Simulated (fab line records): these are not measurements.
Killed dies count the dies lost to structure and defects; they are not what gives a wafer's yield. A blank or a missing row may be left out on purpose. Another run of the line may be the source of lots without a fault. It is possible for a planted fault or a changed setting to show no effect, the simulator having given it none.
fab line records    flow sky130
[record] lots = 13  wafers = 39  last-day = 50
route steps=708 shown FIELD_ISO@24 DNWELL@42 NWELL@68 PAD_OPEN@708
lots that met no fault: taken from a fault-free run of the same line
start-h: the number of hours between the record's first day and the start of the first shown wafer of the lot    wait-h: how many hours have passed since the lot's step before this one    " identical to the entry in the row above    L1.1+2: several wafers, shown together as one row    - either no value or no given start    * or withheld: withheld    < > ~ a bound
route shown NAME@n: names a module that has steps shown in the file, with the first one's number in the route    usual: mean/standard deviation taken from wafers without a fault    same: alike in all rows    chamber/n: place in a boat    sites: each site's reading    _std_site: the values' standard deviation    _edge_site: mean of outer sites minus mean of inner sites    radius-mm: for every site, how far away it sits from the centre of the wafer    mask NAME#n: copy n    behind: the tool/chamber that last shaped the wafer    hold: reason for holding the lot/hours on hold/outcome of the hold    device: the transistor (n, p or np) that didn't switch    end of line: the tests these same wafers got at the end of their route    a step without rows: its recipe alone    killed: dies lost to structure and defects at the first sort, not the wafer's yield    map: shows each die of a wafer: x if killed, . if not, _ if none is there
set.NAME: the run value of the setting; set.NAME@STEP: its run value at that earlier step    model.NAME: the simulator's own value behind a step, which no gauge read
route steps across a sampled set of lots; one table per step, one row per wafer
services: from which hour (start-h, from the record's first day; less than 0 if before it) a tool's chamber was out of use, for how many hours, and why
[[steps]]
[step SKY_FIELD_ISO_THK_MEAS_23]
[recipe] reads = SiO2_of_FIELD_ISO_OXIDATION_22
[usual] FIELD_ISO_OXIDATION_01_THK = 10.03/0.19
lot.wafer  tool           chamber  start-h  wait-h  FIELD_ISO_OXIDATION_01_THK[nm]
L808.2     film-metro-01  -        42.81    0.0     9.83
L808.3     "              -        "        "       9.68
L808.4     "              -        "        "       9.61
L809.1     film-metro-01  -        49.18    0.0     10.07
L809.4     "              -        "        "       10.17
L809.5     "              -        "        "       10.06
L812.2     film-metro-02  -        62.43    0.0     10.29
L812.3     "              -        "        "       10.40
L812.5     "              -        "        "       10.23
L813.3     film-metro-02  -        67.78    0.0     10.20
L813.4     "              -        "        "       10.45
L813.5     "              -        "        "       10.04
L814.3     film-metro-01  -        72.83    0.0     9.87
L814.5     "              -        "        "       10.07
L814.6     "              -        "        "       10.08
L816.1     film-metro-01  -        87.74    0.0     10.01
L816.2     "              -        "        "       9.74
L816.4     "              -        "        "       10.06
L818.3     film-metro-01  -        94.67    0.0     9.76
L818.4     "              -        "        "       9.88
L818.5     "              -        "        "       9.82
L819.1     film-metro-02  -        98.84    0.0     10.20
L819.3     "              -        "        "       9.97
L819.5     "              -        "        "       10.05
L820.1     film-metro-03  -        104.21   0.0     9.84
L820.3     "              -        "        "       10.04
L820.6     "              -        "        "       9.94
L821.1     film-metro-02  -        109.82   0.0     10.28
L821.2     "              -        "        "       10.28
L821.6     "              -        "        "       10.42
L823.2     film-metro-01  -        119.74   0.0     10.34
L823.4     "              -        "        "       10.23
L823.6     "              -        "        "       10.37
L826.2     film-metro-02  -        137.02   0.0     10.09
L826.4     "              -        "        "       10.20
L826.6     "              -        "        "       10.10
L827.1     film-metro-02  -        139.31   0.0     9.99
L827.3     "              -        "        "       9.93
L827.6     "              -        "        "       9.74
[step SKY_DNWELL_IMPLANT_07]
[recipe] species = P  energy-kev = withheld  dose-cm2 = withheld  tilt-deg = withheld
[same] implant-ion-amu = *
lot.wafer   tool          chamber  start-h  wait-h
L808.2+3+4  implanter-04  0        64.44    -
L809.1+4+5  implanter-01  0        69.76    -
L812.2+3+5  implanter-01  0        85.46    -
L813.3+4+5  implanter-01  0        88.57    -
L814.3+5+6  implanter-03  0        95.67    -
L816.1+2+4  implanter-01  0        109.36   -
L818.3+4+5  implanter-04  0        117.01   -
L819.1+3+5  implanter-03  0        123.23   -
L819.1+3+5  implanter-03  0        123.55   0.3
L820.1+3+6  implanter-03  0        126.66   -
L821.1+2+6  implanter-03  0        132.08   -
L823.2+4+6  implanter-03  0        144.06   -
L823.2+4+6  implanter-03  0        144.37   0.3
L826.2+4+6  implanter-04  0        160.99   -
L827.1+3+6  implanter-03  0        163.91   -
L827.1+3+6  implanter-03  0        164.24   0.3
[step SKY_DNWELL_TW_MEAS_09]
[usual] DNWELL_TW = 1111/9.6
lot.wafer  tool           chamber  start-h  wait-h  DNWELL_TW
L808.2     film-metro-04  -        64.68    0.1     1115
L808.3     "              -        "        "       1111
L808.4     "              -        "        "       1116
L809.1     film-metro-03  -        70.01    0.1     1113
L809.4     "              -        "        "       1120
L809.5     "              -        "        "       1115
L812.2     film-metro-02  -        85.69    0.1     1097
L812.3     "              -        "        "       1094
L812.5     "              -        "        "       1096
L813.3     film-metro-04  -        88.79    0.1     1120
L813.4     "              -        "        "       1123
L813.5     "              -        "        "       1119
L814.3     film-metro-04  -        95.89    0.1     1111
L814.5     "              -        "        "       1116
L814.6     "              -        "        "       1122
L816.1     film-metro-04  -        109.61   0.1     1111
L816.2     "              -        "        "       1110
L816.4     "              -        "        "       1117
L818.3     film-metro-04  -        117.23   0.1     1105
L818.4     "              -        "        "       1108
L818.5     "              -        "        "       1106
L819.1     film-metro-02  -        123.80   0.1     1368
L819.3     "              -        "        "       1362
L819.5     "              -        "        "       1382
L819.1     film-metro-02  -        124.02   0.2     1368
L819.3     "              -        "        "       1374
L819.5     "              -        "        "       1371
L820.1     film-metro-04  -        126.91   0.1     1114
L820.3     "              -        "        "       1118
L820.6     "              -        "        "       1117
L821.1     film-metro-04  -        132.33   0.1     1104
L821.2     "              -        "        "       1104
L821.6     "              -        "        "       1103
L823.2     film-metro-02  -        144.61   0.1     1369
L823.4     "              -        "        "       1370
L823.6     "              -        "        "       1371
L823.2     film-metro-02  -        144.83   0.2     1377
L823.4     "              -        "        "       1368
L823.6     "              -        "        "       1372
L826.2     film-metro-04  -        161.23   0.1     1116
L826.4     "              -        "        "       1117
L826.6     "              -        "        "       1118
L827.1     film-metro-04  -        164.68   0.1     1396
L827.3     "              -        "        "       1404
L827.6     "              -        "        "       1400
L827.1     film-metro-04  -        164.90   0.2     1398
L827.3     "              -        "        "       1396
L827.6     "              -        "        "       1391
[step SKY_NWELL_TW_MEAS_15]
[usual] NWELL_TW = 1823/15
lot.wafer  tool           chamber  start-h  wait-h  NWELL_TW
L808.2     film-metro-03  -        99.41    0.1     1839
L808.3     "              -        "        "       1830
L808.4     "              -        "        "       1833
L809.1     film-metro-02  -        104.92   0.1     1799
L809.4     "              -        "        "       1803
L809.5     "              -        "        "       1797
L812.2     film-metro-04  -        121.60   0.1     1817
L812.3     "              -        "        "       1814
L812.5     "              -        "        "       1821
L813.3     film-metro-02  -        124.19   0.1     1789
L813.4     "              -        "        "       1797
L813.5     "              -        "        "       1800
L814.3     film-metro-03  -        132.07   0.1     1842
L814.5     "              -        "        "       1840
L814.6     "              -        "        "       1827
L816.1     film-metro-02  -        147.44   0.1     1780
L816.2     "              -        "        "       1793
L816.4     "              -        "        "       1797
L818.3     film-metro-03  -        157.11   0.1     1825
L818.4     "              -        "        "       1824
L818.5     "              -        "        "       1818
L819.1     film-metro-04  -        163.27   0.1     1837
L819.3     "              -        "        "       1830
L819.5     "              -        "        "       1839
L820.1     film-metro-03  -        166.94   0.1     1833
L820.3     "              -        "        "       1828
L820.6     "              -        "        "       1831
L821.1     film-metro-03  -        172.75   0.1     1833
L821.2     "              -        "        "       1840
L821.6     "              -        "        "       1848
L823.2     film-metro-03  -        185.53   0.1     1832
L823.4     "              -        "        "       1837
L823.6     "              -        "        "       1837
L826.2     film-metro-03  -        202.36   0.1     1834
L826.4     "              -        "        "       1825
L826.6     "              -        "        "       1831
L827.1     film-metro-03  -        206.99   0.1     1838
L827.3     "              -        "        "       1827
L827.6     "              -        "        "       1825
[step SKY_NWELL_RTA_28]
[recipe] temp-c = 1050  time-s = 30  idle-temp-c = 650  ramp-up-c-per-s = 150  ramp-down-c-per-s = 90  ambient = N2
[usual] lamp-power-pct = 25.31/0.054  wafer_temp_C_max = 1054.8/0.94
lot.wafer  tool           chamber  start-h  wait-h  lamp-power-pct  wafer_temp_C_max
L808.2     rtp-anneal-02  0        116.54   0.0     25.35           1054.7
L808.3     "              0        "        "       25.26           1054.7
L808.4     "              0        "        "       25.32           1054.2
L809.1     rtp-anneal-01  0        122.98   0.0     25.20           1054.4
L809.4     "              0        "        "       25.30           1056.7
L809.5     "              0        "        "       25.33           1054.3
L812.2     rtp-anneal-01  0        140.94   0.0     25.42           1054.9
L812.3     "              0        "        "       25.25           1054.3
L812.5     "              0        "        "       25.21           1055.1
L813.3     rtp-anneal-02  0        144.14   0.0     25.18           1053.4
L813.4     "              0        "        "       25.33           1055.9
L813.5     "              0        "        "       25.35           1055.0
L814.3     rtp-anneal-02  0        151.86   0.0     25.21           1054.0
L814.5     "              0        "        "       25.35           1053.7
L814.6     "              0        "        "       25.28           1053.7
L816.1     rtp-anneal-02  0        167.36   0.0     25.39           1054.1
L816.2     "              0        "        "       25.29           1055.4
L816.4     "              0        "        "       25.29           1055.2
L818.3     rtp-anneal-02  0        177.74   0.0     25.31           1054.6
L818.4     "              0        "        "       25.43           1053.6
L818.5     "              0        "        "       25.23           1055.5
L819.1     rtp-anneal-01  0        184.08   0.0     25.34           1053.6
L819.3     "              0        "        "       25.25           1055.2
L819.5     "              0        "        "       25.37           1054.0
L820.1     rtp-anneal-02  0        187.76   0.0     25.26           1054.8
L820.3     "              0        "        "       25.29           1055.4
L820.6     "              0        "        "       25.26           1054.4
L821.1     rtp-anneal-02  0        193.57   0.0     25.29           1053.3
L821.2     "              0        "        "       25.34           1055.8
L821.6     "              0        "        "       25.42           1053.5
L823.2     rtp-anneal-02  0        206.47   0.0     25.27           1054.5
L823.4     "              0        "        "       25.23           1054.7
L823.6     "              0        "        "       25.35           1055.8
L826.2     rtp-anneal-01  0        224.32   0.0     25.27           1053.3
L826.4     "              0        "        "       25.31           1054.8
L826.6     "              0        "        "       25.27           1053.7
L827.1     rtp-anneal-02  0        229.10   0.0     25.30           1054.5
L827.3     "              0        "        "       25.29           1054.1
L827.6     "              0        "        "       25.19           1053.9
[step SKY_PAD_OPEN_PROBE_99]
[usual] killed_at_M0_to_M3 = 43/7.1  killed_at_M4_up = 3/1.7  killed-at-contacts = 25/5.6  killed-at-front-end = 16/4.1  killed-at-other = 0.2/0.49  killed-dies = 87/9.8  killed-on-rim = 17/3.8  killed-open = 47/7.6  killed-short = 40/6.1
[same] gross-dies = 492  killed-at-back-side = 0
lot.wafer  tool       chamber  start-h  wait-h  killed_at_M0_to_M3  killed_at_M4_up  killed-at-contacts  killed-at-front-end  killed-at-other  killed-dies  killed-on-rim  killed-open  killed-short
L823.2     prober-01  -        1169.62  0.1     38                  2                20                  18                   0                78           16             33           45
L823.4     prober-01  -        1169.72  0.2     55                  1                30                  24                   0                110          21             67           43
L823.6     prober-01  -        1169.82  0.2     55                  4                35                  12                   0                106          22             57           49
// killed by level:class
L823.2 LI_CONTACT:geometric-particle:open=8 FIELD_ISO:geometric-particle:short=7 VIA1:geometric-particle:short=7 CONTACT:geometric-particle:short=6 VIA3:geometric-particle:open=6 FIELD_ISO:geometric-particle:open=5 VIA1:geometric-particle:open=4 VIA2:geometric-particle:short=4
L823.4 VIA1:geometric-particle:open=17 CONTACT:geometric-particle:open=10 VIA3:geometric-particle:open=9 LI_CONTACT:geometric-particle:open=8 FIELD_ISO:geometric-particle:short=7 VIA2:geometric-particle:open=6 METAL2:geometric-particle:short=6 METAL3:geometric-particle:short=6
L823.6 VIA1:geometric-particle:open=12 VIA1:geometric-particle:short=12 CONTACT:geometric-particle:open=11 METAL2:geometric-particle:short=7 CONTACT:geometric-particle:short=6 LI_CONTACT:geometric-particle:open=6 LOCAL_INTERCONNECT:geometric-particle:short=6 VIA3:geometric-particle:open=6
[[services]]
tool          chamber  start-h  hours  kind
implanter-01  -        42.34    2.2    pm
implanter-03  -        104.58   1.8    repair
implanter-03  -        149.26   5.2    repair
implanter-04  -        169.18   3.0    repair
implanter-04  -        196.62   3.9    repair
[[key]]
[first-sign] step = SKY_DNWELL_IMPLANT_07  reading = visit  direction = added
[effect] step = SKY_DNWELL_TW_MEAS_09  reading = visit  direction = added
[effect] step = SKY_DNWELL_TW_MEAS_09  reading = DNWELL_TW  direction = up  sigmas = 28  usual = 1111  struck = 1380
met-at SKY_DNWELL_IMPLANT_07
struck-lots L819,L823,L827
tester-left-out L819,L823,L827
not-acting-at SKY_FIELD_ISO_THK_MEAS_23,SKY_NWELL_TW_MEAS_15,SKY_NWELL_RTA_28
[fault] kind = repeated-step-whole  tool = implanter-01,implanter-03,implanter-04  chamber = -  onset-h = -  steps = SKY_DNWELL_IMPLANT_07  times = 1  scope = struck-lots-only
// tester-left-out: of these lots the tester's yield and bins aren't shown, on N5 and GAA mostly nor the transistor test; their killed dies are dies lost to structure and defects alone, not to doping, threshold or leakage, so they don't give the yield
